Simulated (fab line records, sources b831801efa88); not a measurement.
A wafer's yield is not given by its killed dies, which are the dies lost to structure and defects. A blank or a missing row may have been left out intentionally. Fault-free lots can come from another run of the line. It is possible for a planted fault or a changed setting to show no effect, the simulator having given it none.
fab line records | flow sky130
[record] lots = 13 wafers = 39 last-day = 50
route steps=708 shown POLY_GATE@228 LDD_HVN@276 LDD_LDN@300 POLY_CUT@315 PAD_OPEN@708
lots with no fault: from the same line, run without faults
start-h: start of the lot's first displayed wafer, in hours after the record's first day | wait-h: hours elapsed since this lot's preceding step | " same as the row above | L1.1+2: a single row standing in for several wafers | - no value, or no start was given | * or withheld: withheld | < > ~ a bound
route shown NAME@n: NAME is a module with steps in the file, n the number in the route of the first one | usual: mean/standard deviation taken from wafers without a fault | same: alike in all rows | chamber/n: place in a boat | sites: the reading at each site | _std_site: the values' standard deviation | _edge_site: outer sites' mean less inner sites' | radius-mm: how far each site lies from the wafer's centre | mask NAME#n: copy n | behind: the tool/chamber that last shaped the wafer | hold: the reason the lot was held/the length of the hold in hours/how it ended | device: whichever transistor did not switch (one of n, p or np) | end of line: the route-end tests of the same wafers | step lacking rows: just its recipe | killed: dies lost to structure and defects at the first sort, not the wafer's yield | map: dies across one wafer; x = killed, . = not, _ = none there
set.NAME: the setting as run; set.NAME@STEP: as run at that earlier step | model.NAME: the simulator's own value behind a step, which no gauge read
route steps across a sampled set of lots; one table per step, one row per wafer
services: when a tool's chamber went out of use (start-h, in hours from the record's first day, below 0 if earlier), for how many hours, and the reason
[[steps]]
[step SKY_POLY_GATE_OVL_MEAS_14]
[usual] POLY_GATE_OVL = 1/5.6
// columns lot.wafer tool chamber start-h wait-h POLY_GATE_OVL[nm]
L840.1 overlay-01 - 357.70 0.1 -4
L840.2 " - " " -2
L840.4 " - " " -3
L844.3 overlay-01 - 403.51 0.1 12
L844.5 " - " " 8
L844.6 " - " " 0
L845.2 overlay-01 - 406.81 0.1 -1
L845.3 " - " " 2
L845.4 " - " " -3
L847.3 overlay-02 - 429.31 0.1 4
L847.4 " - " " -1
L847.5 " - " " 1
L848.1 overlay-02 - 438.25 0.1 11
L848.3 " - " " 9
L848.5 " - " " 6
L852.2 overlay-02 - 490.80 0.1 0
L852.4 " - " " -2
L852.6 " - " " -6
L856.1 overlay-02 - 526.29 0.1 -3
L856.4 " - " " -6
L856.5 " - " " 3
L857.2 overlay-01 - 528.65 0.1 1
L857.4 " - " " 2
L857.5 " - " " 4
L858.1 overlay-02 - 534.31 0.1 -6
L858.3 " - " " 0
L858.5 " - " " -3
L860.1 overlay-02 - 542.60 0.1 -12
L860.2 " - " " -15
L860.5 " - " " -14
L862.1 overlay-01 - 566.69 0.1 -2
L862.3 " - " " -3
L862.4 " - " " -4
L861.2 overlay-01 - 569.70 0.1 4
L861.3 " - " " 7
L861.5 " - " " 5
L863.1 overlay-01 - 585.64 0.1 -3
L863.2 " - " " 8
L863.5 " - " " -2
[step SKY_LDD_HVN_STRIP_09]
[recipe] chemistry = O2/N2 power-w = 1400 pressure-mtorr = 1500 platen-temp-c = withheld o2-flow-sccm = 3000 n2-flow-sccm = 300 overash-fraction = 0.5
[usual] drypump-motor-current-A = 5.6/0.45 oes-product-au = 0.409/0.0043 strip-time-to-endpoint-s = 4.134/0.014
// columns lot.wafer tool chamber start-h wait-h drypump-motor-current-A oes-product-au rf-hours-counter-h strip-time-to-endpoint-s
L840.1 plasma-asher-01 1 448.73 0.1 5.1 0.407 65 4.146
L840.2 " 0 " " 5.9 0.408 65 4.165
L840.4 " 0 " " 5.9 0.402 - 4.145
L844.3 plasma-asher-03 1 498.40 0.1 5.7 0.406 - 4.134
L844.5 " 0 " " 6.2 0.412 - 4.142
L844.6 " 1 " " 5.7 0.420 - 4.133
L845.2 plasma-asher-03 0 503.02 0.1 6.2 0.406 84 4.148
L845.3 " 0 " " 6.2 0.417 - 4.130
L845.4 " 1 " " 5.8 0.409 - 4.140
L847.3 plasma-asher-01 0 524.10 0.1 5.8 0.405 - 4.115
L847.4 " 1 " " 5.1 0.414 - 4.134
L847.5 " 1 " " 5.1 0.413 - 4.122
L848.1 plasma-asher-03 1 532.17 0.1 5.8 0.419 87 4.152
L848.3 " 1 " " 5.7 0.411 - 4.120
L848.5 " 1 " " 5.7 0.403 - 4.158
L852.2 plasma-asher-04 1 582.81 0.1 4.9 0.415 15 4.158
L852.4 " 0 " " 6.0 0.411 - 4.151
L852.6 " 1 " " 5.0 0.408 - 4.126
L856.1 plasma-asher-04 0 618.11 0.1 5.9 0.409 18 4.127
L856.4 " 1 " " 5.0 0.408 - 4.098
L856.5 " 1 " " 5.0 0.404 - 4.114
L857.2 plasma-asher-01 1 620.46 0.1 5.1 0.411 83 4.126
L857.4 " 1 " " 5.1 0.413 - 4.138
L857.5 " 1 " " 5.1 0.406 - 4.141
L858.1 plasma-asher-04 0 624.91 0.1 5.9 0.404 19 4.136
L858.3 " 1 " " 5.0 0.412 - 4.137
L858.5 " 1 " " 5.0 0.407 - 4.142
L860.1 plasma-asher-04 0 633.88 0.1 5.9 0.410 20 4.141
L860.2 " 1 " " 5.0 0.408 20 4.156
L860.5 " 1 " " 5.0 0.411 - 4.141
L862.1 plasma-asher-03 0 655.76 0.1 6.1 0.408 98 4.154
L862.3 " 0 " " 6.2 0.412 - 4.130
L862.4 " 1 " " 5.7 0.398 - 4.157
L861.2 plasma-asher-04 0 660.13 0.1 5.9 0.407 22 4.130
L861.3 " 1 " " 5.0 0.402 - 4.128
L861.5 " 1 " " 5.0 0.406 - 4.128
L863.1 plasma-asher-01 0 675.77 0.1 5.9 0.413 89 4.123
L863.2 " 1 " " 5.1 0.401 89 4.100
L863.5 " 0 " " 5.9 0.404 - 4.120
[step SKY_LDD_LDN_IMPLANT_11]
[recipe] species = As energy-kev = 15 dose-cm2 = 1.25e+13 tilt-deg = withheld rotation-deg = 293
[usual] beam-energy-keV = 15.000/0.0046 rotation-deg = 293.00/0.047
// columns lot.wafer tool chamber start-h wait-h beam-energy-keV rotation-deg
L840.1 implanter-02 0 510.51 0.1 15.000 293.01
L840.2 " 0 " " 14.997 293.08
L840.4 " 0 " " 15.007 293.01
L844.3 implanter-02 0 558.93 0.1 14.995 293.11
L844.5 " 0 " " 14.996 293.02
L844.6 " 0 " " 14.998 293.07
L845.2 implanter-04 0 563.45 0.1 15.009 292.97
L845.3 " 0 " " 14.998 292.96
L845.4 " 0 " " 15.003 292.89
L847.3 implanter-03 0 583.12 0.1 15.003 293.00
L847.4 " 0 " " 14.993 292.99
L847.5 " 0 " " 15.003 293.01
L848.1 implanter-04 0 592.36 0.1 15.002 292.96
L848.3 " 0 " " 15.005 293.00
L848.5 " 0 " " 15.000 292.97
L852.2 implanter-04 0 640.98 0.1 15.000 293.01
L852.4 " 0 " " 14.995 293.01
L852.6 " 0 " " 14.996 293.08
L856.1 implanter-04 0 675.77 0.1 15.807 292.94
L856.4 " 0 " " 15.809 293.01
L856.5 " 0 " " 15.808 292.92
L857.2 implanter-04 0 677.88 0.1 15.810 292.93
L857.4 " 0 " " 15.809 292.98
L857.5 " 0 " " 15.802 292.97
L858.1 implanter-03 0 682.22 0.1 15.007 292.95
L858.3 " 0 " " 15.005 292.96
L858.5 " 0 " " 15.007 293.11
L860.1 implanter-03 0 691.01 0.1 14.999 293.03
L860.2 " 0 " " 14.998 293.01
L860.5 " 0 " " 15.001 293.01
L862.1 implanter-02 0 712.61 0.1 14.998 292.95
L862.3 " 0 " " 15.004 292.95
L862.4 " 0 " " 14.995 292.91
L861.2 implanter-03 0 715.45 0.1 14.998 293.10
L861.3 " 0 " " 15.002 293.06
L861.5 " 0 " " 14.997 293.01
L863.1 implanter-02 0 731.98 0.1 14.999 293.03
L863.2 " 0 " " 14.998 293.02
L863.5 " 0 " " 14.995 292.97
[step SKY_POLY_CUT_CD_MEAS_08]
[recipe] target-cd-nm = 270
[usual] cd-nm = 270.0/1.4
// columns lot.wafer tool chamber start-h wait-h cd-nm
L840.1 cd-sem-01 - 543.78 - 268.3
L840.2 " - " " 268.0
L840.4 " - " " 267.3
L844.3 cd-sem-01 - 591.61 - 270.1
L844.5 " - " " 268.6
L844.6 " - " " 270.0
L845.2 cd-sem-02 - 594.39 - 271.2
L845.3 " - " " 270.2
L845.4 " - " " 269.8
L847.3 cd-sem-01 - 613.16 - 271.2
L847.4 " - " " 269.3
L847.5 " - " " 271.1
L848.1 cd-sem-01 - 623.53 - 268.3
L848.3 " - " " 269.9
L848.5 " - " " 269.6
L852.2 cd-sem-02 - 671.81 - 271.8
L852.4 " - " " 271.4
L852.6 " - " " 271.8
L856.1 cd-sem-01 - 706.53 - 268.7
L856.4 " - " " 267.7
L856.5 " - " " 268.7
L857.2 cd-sem-02 - 709.56 - 271.2
L857.4 " - " " 271.1
L857.5 " - " " 270.1
L858.1 cd-sem-01 - 712.03 - 271.1
L858.3 " - " " 270.2
L858.5 " - " " 271.6
L860.1 cd-sem-02 - 719.72 - 271.4
L860.2 " - " " 268.7
L860.5 " - " " 270.2
L861.2 cd-sem-01 - 746.20 - 271.6
L861.3 " - " " 270.2
L861.5 " - " " 270.6
L862.1 cd-sem-01 - 746.84 - 271.6
L862.3 " - " " 271.1
L862.4 " - " " 271.8
L863.1 cd-sem-01 - 762.48 - 269.4
L863.2 " - " " 269.8
L863.5 " - " " 268.9
[step SKY_PAD_OPEN_PROBE_99]
[usual] killed_at_M0_to_M3 = 44/7.6 killed_at_M4_up = 3.2/1.7 killed-at-contacts = 24/5.7 killed-at-front-end = 16/3.9 killed-at-other = 0.2/0.45 killed-dies = 87/9.5 killed-open = 47/6.9 killed-short = 40/5.8
[same] gross-dies = 492 killed-at-back-side = 0
// columns lot.wafer tool chamber start-h wait-h killed_at_M0_to_M3 killed_at_M4_up killed-at-contacts killed-at-front-end killed-at-other killed-dies killed-open killed-short
L840.1 prober-02 - 1061.72 0.1 34 0 27 18 0 79 41 38
L840.2 prober-02 - 1061.77 0.1 57 3 22 18 0 100 56 44
L840.4 prober-02 - 1061.87 0.2 47 1 32 22 0 102 66 36
L844.3 prober-01 - 1099.16 0.2 49 4 25 20 0 98 53 45
L844.5 prober-01 - 1099.26 0.2 47 2 17 18 0 84 47 37
L844.6 prober-01 - 1099.31 0.2 46 4 22 16 0 88 53 35
L845.2 prober-02 - 1099.58 0.1 36 3 23 21 1 84 46 38
L845.3 prober-02 - 1099.63 0.2 32 1 20 11 0 64 36 28
L845.4 prober-02 - 1099.68 0.2 39 2 22 19 0 82 49 33
L847.3 prober-02 - 1112.90 0.2 47 5 13 23 0 88 57 31
L847.4 prober-02 - 1112.95 0.2 34 2 19 15 0 70 34 36
L847.5 prober-02 - 1113.00 0.2 49 6 20 15 1 91 48 43
L848.1 prober-01 - 1117.30 0.1 57 2 12 19 0 90 49 41
L848.3 prober-01 - 1117.40 0.2 57 1 23 15 0 96 49 47
L848.5 prober-01 - 1117.50 0.2 49 3 25 14 1 92 46 46
L852.2 prober-01 - 1146.23 0.1 38 2 14 21 0 75 37 38
L852.4 prober-01 - 1146.33 0.2 33 6 17 14 0 70 34 36
L852.6 prober-01 - 1146.43 0.2 43 3 30 16 0 92 50 42
L856.1 prober-01 - 1175.66 0.1 49 4 27 9 1 90 55 35
L856.4 prober-01 - 1175.81 0.2 50 5 17 14 0 86 45 41
L856.5 prober-01 - 1175.86 0.2 51 2 18 17 0 88 44 44
L857.2 prober-02 - 1176.42 0.1 43 4 16 22 1 86 45 41
L857.4 prober-02 - 1176.52 0.2 52 6 26 13 0 97 50 47
L857.5 prober-02 - 1176.57 0.2 51 4 24 12 0 91 52 39
L858.1 prober-01 - 1178.95 0.1 53 1 24 18 0 96 47 49
L858.3 prober-01 - 1179.05 0.2 51 2 30 16 0 99 56 43
L858.5 prober-01 - 1179.15 0.2 46 3 24 18 0 91 50 41
L860.1 prober-01 - 1184.51 0.1 37 6 30 11 0 84 52 32
L860.2 prober-01 - 1184.56 0.1 41 2 31 14 0 88 48 40
L860.5 prober-01 - 1184.71 0.2 51 4 31 16 0 102 51 51
L861.2 prober-02 - 1196.09 0.1 38 3 19 18 0 78 47 31
L861.3 prober-02 - 1196.14 0.2 33 4 25 17 0 79 44 35
L861.5 prober-02 - 1196.24 0.2 39 4 27 12 0 82 44 38
L862.1 prober-01 - 1198.36 0.1 37 9 14 20 1 81 39 42
L862.3 prober-01 - 1198.46 0.2 47 5 21 20 0 93 56 37
L862.4 prober-01 - 1198.51 0.2 47 7 21 16 0 91 44 47
L863.1 prober-02 - 1203.69 0.1 55 4 31 19 0 109 63 46
L863.2 prober-02 - 1203.74 0.1 41 3 28 15 0 87 46 41
L863.5 prober-02 - 1203.89 0.2 51 3 20 13 1 88 45 43
// killed by level:class
L840.1 VIA1:geometric-particle:open=11 CONTACT:geometric-particle:open=11 LOCAL_INTERCONNECT:geometric-particle:short=7 VIA2:geometric-particle:open=6 FIELD_ISO:geometric-particle:short=5 CONTACT:geometric-particle:short=5 POLY_GATE:geometric-particle:short=4 VIA3:geometric-particle:open=4
L840.2 VIA1:geometric-particle:open=15 LI_CONTACT:geometric-particle:open=8 VIA1:geometric-particle:short=8 VIA3:geometric-particle:open=8 CONTACT:geometric-particle:open=7 METAL1:geometric-particle:short=7 POLY_GATE:geometric-particle:short=6 VIA2:geometric-particle:open=6
L840.4 VIA1:geometric-particle:open=16 CONTACT:geometric-particle:open=11 LI_CONTACT:geometric-particle:open=8 VIA2:geometric-particle:open=8 CONTACT:geometric-particle:short=7 POLY_GATE:geometric-particle:open=6 VIA1:geometric-particle:short=6 FIELD_ISO:geometric-particle:open=4
L844.3 VIA1:geometric-particle:open=10 LI_CONTACT:geometric-particle:open=8 POLY_GATE:geometric-particle:open=7 VIA1:geometric-particle:short=7 METAL2:geometric-particle:short=6 CONTACT:geometric-particle:open=6 VIA2:geometric-particle:open=5 VIA3:geometric-particle:open=5
L844.5 VIA2:geometric-particle:open=9 VIA1:geometric-particle:open=8 METAL1:geometric-particle:short=7 CONTACT:geometric-particle:open=6 FIELD_ISO:geometric-particle:open=5 POLY_GATE:geometric-particle:open=5 VIA1:geometric-particle:short=5 VIA2:geometric-particle:short=5
L844.6 LI_CONTACT:geometric-particle:open=9 VIA1:geometric-particle:open=9 CONTACT:geometric-particle:open=7 FIELD_ISO:geometric-particle:open=6 VIA2:geometric-particle:open=6 METAL1:geometric-particle:short=6 VIA3:geometric-particle:open=6 VIA2:geometric-particle:short=5
L845.2 CONTACT:geometric-particle:open=10 POLY_GATE:geometric-particle:short=9 VIA1:geometric-particle:open=7 VIA3:geometric-particle:open=6 VIA3:geometric-particle:short=5 LI_CONTACT:geometric-particle:open=5 POLY_GATE:geometric-particle:open=4 VIA2:geometric-particle:open=4
L845.3 CONTACT:geometric-particle:open=6 VIA3:geometric-particle:open=6 LI_CONTACT:geometric-particle:open=5 METAL2:geometric-particle:short=5 VIA1:geometric-particle:open=5 VIA2:geometric-particle:open=5 POLY_GATE:geometric-particle:open=4 LI_CONTACT:geometric-particle:short=4
L845.4 CONTACT:geometric-particle:open=7 VIA3:geometric-particle:open=7 LI_CONTACT:geometric-particle:open=6 VIA1:geometric-particle:open=6 METAL2:geometric-particle:short=5 VIA2:geometric-particle:open=5 POLY_GATE:geometric-particle:open=4 FIELD_ISO:geometric-particle:short=3
L847.3 VIA1:geometric-particle:open=12 VIA2:geometric-particle:open=11 VIA3:geometric-particle:open=9 POLY_GATE:geometric-particle:short=5 POLY_GATE:geometric-particle:open=5 CONTACT:geometric-particle:open=5 METAL4:geometric-particle:short=4 VIA3:geometric-particle:short=4
L847.4 VIA1:geometric-particle:short=11 CONTACT:geometric-particle:open=8 VIA1:geometric-particle:open=7 FIELD_ISO:geometric-particle:short=6 LI_CONTACT:geometric-particle:open=6 METAL1:geometric-particle:short=6 VIA3:geometric-particle:open=5 POLY_GATE:geometric-particle:short=4
L847.5 VIA1:geometric-particle:open=12 VIA2:geometric-particle:open=9 CONTACT:geometric-particle:open=8 VIA1:geometric-particle:short=8 METAL4:geometric-particle:short=5 VIA3:geometric-particle:short=5 FIELD_ISO:geometric-particle:short=4 CONTACT:geometric-particle:short=4
L848.1 VIA1:geometric-particle:open=20 VIA1:geometric-particle:short=9 VIA2:geometric-particle:open=7 FIELD_ISO:geometric-particle:open=6 POLY_GATE:geometric-particle:short=6 VIA3:geometric-particle:open=6 METAL3:geometric-particle:short=4 FIELD_ISO:geometric-particle:short=3
L848.3 VIA2:geometric-particle:short=12 VIA3:geometric-particle:open=12 CONTACT:geometric-particle:open=9 VIA1:geometric-particle:open=8 LI_CONTACT:geometric-particle:open=7 METAL1:geometric-particle:short=5 VIA1:geometric-particle:short=5 METAL3:geometric-particle:short=5
L848.5 CONTACT:geometric-particle:open=10 METAL1:geometric-particle:short=8 VIA2:geometric-particle:open=8 VIA3:geometric-particle:open=8 CONTACT:geometric-particle:short=7 VIA1:geometric-particle:open=7 VIA1:geometric-particle:short=6 METAL2:geometric-particle:short=5
L852.2 VIA1:geometric-particle:open=10 CONTACT:geometric-particle:open=8 POLY_GATE:geometric-particle:open=5 VIA1:geometric-particle:short=5 VIA3:geometric-particle:open=5 FIELD_ISO:geometric-particle:short=4 FIELD_ISO:geometric-particle:open=4 POLY_GATE:geometric-particle:short=4
L852.4 VIA2:geometric-particle:open=10 CONTACT:geometric-particle:open=9 METAL4:geometric-particle:short=5 METAL3:geometric-particle:short=5 FIELD_ISO:geometric-particle:short=4 METAL1:geometric-particle:short=4 CONTACT:geometric-particle:short=4 VIA1:geometric-particle:short=4
L852.6 VIA1:geometric-particle:open=10 LOCAL_INTERCONNECT:geometric-particle:short=9 LI_CONTACT:geometric-particle:open=8 CONTACT:geometric-particle:open=8 METAL2:geometric-particle:short=5 VIA3:geometric-particle:open=5 FIELD_ISO:geometric-particle:open=4 CONTACT:geometric-particle:short=4
L856.1 VIA3:geometric-particle:open=11 VIA1:geometric-particle:open=10 CONTACT:geometric-particle:open=10 LI_CONTACT:geometric-particle:open=9 VIA2:geometric-particle:open=6 LOCAL_INTERCONNECT:geometric-particle:short=6 VIA1:geometric-particle:short=5 METAL2:geometric-particle:short=5
L856.4 VIA2:geometric-particle:open=11 LI_CONTACT:geometric-particle:open=7 CONTACT:geometric-particle:open=7 VIA3:geometric-particle:short=7 VIA1:geometric-particle:short=6 VIA3:geometric-particle:open=6 VIA1:geometric-particle:open=6 FIELD_ISO:geometric-particle:short=4
L856.5 VIA1:geometric-particle:open=14 METAL2:geometric-particle:short=11 VIA3:geometric-particle:open=8 FIELD_ISO:geometric-particle:short=6 LI_CONTACT:geometric-particle:short=5 LI_CONTACT:geometric-particle:open=5 CONTACT:geometric-particle:open=4 METAL1:geometric-particle:short=4
L857.2 VIA2:geometric-particle:open=9 FIELD_ISO:geometric-particle:short=8 POLY_GATE:geometric-particle:open=8 VIA1:geometric-particle:open=7 CONTACT:geometric-particle:open=5 METAL2:geometric-particle:short=5 VIA3:geometric-particle:open=5 LI_CONTACT:geometric-particle:open=4
L857.4 VIA3:geometric-particle:open=9 LI_CONTACT:geometric-particle:open=8 CONTACT:geometric-particle:open=8 VIA1:geometric-particle:short=8 VIA1:geometric-particle:open=8 CONTACT:geometric-particle:short=7 METAL1:geometric-particle:short=6 VIA3:geometric-particle:short=6
L857.5 VIA3:geometric-particle:open=17 CONTACT:geometric-particle:open=11 VIA3:geometric-particle:short=7 CONTACT:geometric-particle:short=6 VIA1:geometric-particle:open=6 METAL1:geometric-particle:short=5 POLY_GATE:geometric-particle:short=4 METAL2:geometric-particle:short=4
L858.1 VIA1:geometric-particle:open=17 METAL1:geometric-particle:short=9 LI_CONTACT:geometric-particle:open=6 CONTACT:geometric-particle:open=6 VIA1:geometric-particle:short=6 LOCAL_INTERCONNECT:geometric-particle:short=5 FIELD_ISO:geometric-particle:short=4 CONTACT:geometric-particle:short=4
L858.3 VIA1:geometric-particle:open=18 CONTACT:geometric-particle:open=11 CONTACT:geometric-particle:short=7 LI_CONTACT:geometric-particle:open=5 METAL1:geometric-particle:short=5 VIA2:geometric-particle:open=5 VIA3:geometric-particle:open=5 FIELD_ISO:geometric-particle:open=4
L858.5 VIA1:geometric-particle:open=11 VIA1:geometric-particle:short=8 CONTACT:geometric-particle:open=7 LI_CONTACT:geometric-particle:open=6 LI_CONTACT:geometric-particle:short=6 VIA2:geometric-particle:open=6 VIA3:geometric-particle:open=6 FIELD_ISO:geometric-particle:short=5
L860.1 CONTACT:geometric-particle:open=10 VIA3:geometric-particle:open=10 LI_CONTACT:geometric-particle:open=8 VIA1:geometric-particle:open=7 LI_CONTACT:geometric-particle:short=6 METAL1:geometric-particle:short=5 CONTACT:geometric-particle:short=4 METAL2:geometric-particle:open=4
L860.2 CONTACT:geometric-particle:open=15 VIA1:geometric-particle:open=10 CONTACT:geometric-particle:short=7 VIA3:geometric-particle:open=7 VIA3:geometric-particle:short=6 VIA1:geometric-particle:short=5 LOCAL_INTERCONNECT:geometric-particle:short=4 VIA2:geometric-particle:open=4
L860.5 CONTACT:geometric-particle:open=11 LI_CONTACT:geometric-particle:open=9 VIA1:geometric-particle:short=8 VIA3:geometric-particle:open=7 VIA1:geometric-particle:open=7 METAL1:geometric-particle:short=6 METAL3:geometric-particle:short=6 FIELD_ISO:geometric-particle:short=5
L861.2 VIA1:geometric-particle:open=9 CONTACT:geometric-particle:open=9 METAL2:geometric-particle:short=6 VIA1:geometric-particle:short=6 VIA2:geometric-particle:open=6 FIELD_ISO:geometric-particle:open=5 LI_CONTACT:geometric-particle:open=4 POLY_GATE:geometric-particle:open=4
L861.3 CONTACT:geometric-particle:open=11 LI_CONTACT:geometric-particle:open=7 POLY_GATE:geometric-particle:open=5 METAL2:geometric-particle:short=5 VIA2:geometric-particle:open=5 FIELD_ISO:geometric-particle:open=4 POLY_GATE:geometric-particle:short=4 VIA1:geometric-particle:short=4
L861.5 VIA1:geometric-particle:open=11 LOCAL_INTERCONNECT:geometric-particle:short=7 POLY_GATE:geometric-particle:open=6 CONTACT:geometric-particle:open=6 VIA1:geometric-particle:short=5 LI_CONTACT:geometric-particle:short=5 LI_CONTACT:geometric-particle:open=5 METAL1:geometric-particle:short=5
L862.1 VIA1:geometric-particle:open=9 METAL4:geometric-particle:short=8 VIA3:geometric-particle:open=5 POLY_GATE:geometric-particle:open=5 CONTACT:geometric-particle:short=5 VIA1:geometric-particle:short=5 FIELD_ISO:geometric-particle:open=4 FIELD_ISO:geometric-particle:short=4
L862.3 VIA1:geometric-particle:open=17 CONTACT:geometric-particle:open=9 FIELD_ISO:geometric-particle:open=7 METAL2:geometric-particle:short=7 LI_CONTACT:geometric-particle:open=6 METAL1:geometric-particle:short=5 FIELD_ISO:geometric-particle:short=4 POLY_GATE:geometric-particle:open=4
L862.4 VIA1:geometric-particle:open=10 METAL2:geometric-particle:short=8 POLY_GATE:geometric-particle:short=7 VIA2:geometric-particle:open=6 LOCAL_INTERCONNECT:geometric-particle:short=5 CONTACT:geometric-particle:open=5 VIA1:geometric-particle:short=5 METAL3:geometric-particle:short=4
L863.1 VIA1:geometric-particle:open=11 VIA3:geometric-particle:open=9 VIA2:geometric-particle:open=9 CONTACT:geometric-particle:open=9 FIELD_ISO:geometric-particle:open=8 LOCAL_INTERCONNECT:geometric-particle:short=7 CONTACT:geometric-particle:short=7 METAL1:geometric-particle:short=7
L863.2 CONTACT:geometric-particle:open=10 VIA1:geometric-particle:open=10 VIA3:geometric-particle:open=7 CONTACT:geometric-particle:short=6 FIELD_ISO:geometric-particle:open=5 METAL2:geometric-particle:short=5 VIA2:geometric-particle:open=5 LI_CONTACT:geometric-particle:short=4
L863.5 VIA2:geometric-particle:open=11 VIA1:geometric-particle:open=10 VIA1:geometric-particle:short=8 CONTACT:geometric-particle:open=6 VIA3:geometric-particle:open=6 CONTACT:geometric-particle:short=5 POLY_GATE:geometric-particle:open=4 LI_CONTACT:geometric-particle:short=4
[[services]]
// columns tool chamber start-h hours kind
plasma-asher-04 0 430.26 - clean
plasma-asher-04 1 430.26 - clean
implanter-02 - 430.47 1.8 repair
implanter-03 - 433.51 2.9 pm
implanter-03 - 437.36 3.7 repair
implanter-04 - 472.39 4.4 repair
implanter-03 - 510.00 3.7 pm
implanter-03 - 514.66 5.4 repair
plasma-asher-03 - 519.62 1.0 repair
plasma-asher-01 - 527.95 2.1 repair
implanter-02 - 539.62 1.8 repair
plasma-asher-03 - 547.39 15.6 pm
plasma-asher-04 - 564.27 4.8 repair
implanter-02 - 584.49 3.0 repair
plasma-asher-03 - 596.56 2.9 repair
implanter-03 - 645.77 21.3 pm
implanter-04 - 666.08 3.0 pm
implanter-04 - 670.59 2.0 repair
implanter-04 - 679.22 66.8 pm
plasma-asher-04 - 684.43 1.0 repair
[[key]]
[first-sign] step = SKY_LDD_LDN_IMPLANT_11 reading = beam-energy-keV direction = up sigmas = 99+ usual = * struck = *
effect none on later readings
met-at SKY_LDD_LDN_IMPLANT_11
struck-lots L856,L857
tester-left-out L856,L857
not-acting-at SKY_POLY_GATE_OVL_MEAS_14,SKY_LDD_HVN_STRIP_09,SKY_POLY_CUT_CD_MEAS_08
onset-between 640.98 675.77
[fault] kind = process-parameter-drift tool = implanter-04 chamber = - onset-h = 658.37 steps = SKY_LDD_LDN_IMPLANT_11 channel = energy-kev offset = * shape = step end-h = 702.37 acts-in = * stated = *
// tester-left-out: of these lots the tester's yield and bins aren't shown, on N5 and GAA mostly nor the transistor test; their killed dies are dies lost to structure and defects alone, not to doping, threshold or leakage, so they don't give the yield
